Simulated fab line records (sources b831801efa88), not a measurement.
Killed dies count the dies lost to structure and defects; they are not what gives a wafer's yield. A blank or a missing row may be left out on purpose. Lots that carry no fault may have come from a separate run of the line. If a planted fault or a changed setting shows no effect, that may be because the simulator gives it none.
One fault seen from 2 desks    flow sky130    each desk holds nothing but its own numbers, with what lay behind them at the end

## FROM THE METROLOGY DESK
Means of the sampled wafers that have a number, per lot and without regard to the tool the lot ran on: this is what the gauges read. The brackets show how far a lot's mean lies from the usual mean; more than 4 standard deviations puts the lot out of limits, marked OUT.
Columns: A = METAL4_OVL at SKY_METAL4_OVL_MEAS_14, usual -3 nm; B = VIA4_BOW at SKY_VIA4_BOW_MEAS_03, usual 76 um; C = METAL5_ALCU_RS at SKY_METAL5_RS_MEAS_05, usual 0.02706 ohm/sq; D = METAL5_ALCU_THK at SKY_METAL5_THK_MEAS_06, usual 1171 nm
lot   first seen here  A    B   C        D
L881  day 41 12:53     4    83  0.02734  1156
L884  day 42 13:40     -4   74  0.02680  1180
L886  day 43 07:47     -9   74  0.02735  1152
L887  day 43 09:35     0    72  0.02719  1164
L888  day 43 17:31     8    74  0.02701  1171
L895  day 45 17:40     -7   79  0.02697  1174
L896  day 46 01:43     -8   76  0.02657  1188
L901  day 46 23:47     7    66  0.02676  1180
L902  day 47 05:19     -13  90  0.02699  1180
L903  day 47 11:51     -6   74  0.02699  1178
L904  day 47 18:34     0    85  0.02741  1152
This desk's verdict: no lot among the 11 shows anything out of limits.

## DESK OF THE TOOL OWNER: pvd sputter-03
The tool's own readings at SKY_METAL5_SPUTTER_02 (material AlCu, target thk 1150 nm, time 61.2 s): means of the sampled wafers that have a number, for each lot that ran on this tool. The brackets show how far a lot's mean lies from the usual mean; more than 4 standard deviations puts the lot out of limits, marked OUT.
Columns: A = throttle valve pct at SKY_METAL5_SPUTTER_02, usual 29.9 %
lot   first seen here  A
L881  day 42 15:38     29.1
L888  day 44 18:41     29.3
L895  day 46 17:35     29.1
L896  day 47 00:50     29.5
This desk's verdict: no lot among the 4 shows anything out of limits.

## PUT TOGETHER
Metrology desk: nothing out of limits seen.
The desk of the tool owner found nothing out of limits.

## WHAT WAS PUT IN BY THE SIMULATOR
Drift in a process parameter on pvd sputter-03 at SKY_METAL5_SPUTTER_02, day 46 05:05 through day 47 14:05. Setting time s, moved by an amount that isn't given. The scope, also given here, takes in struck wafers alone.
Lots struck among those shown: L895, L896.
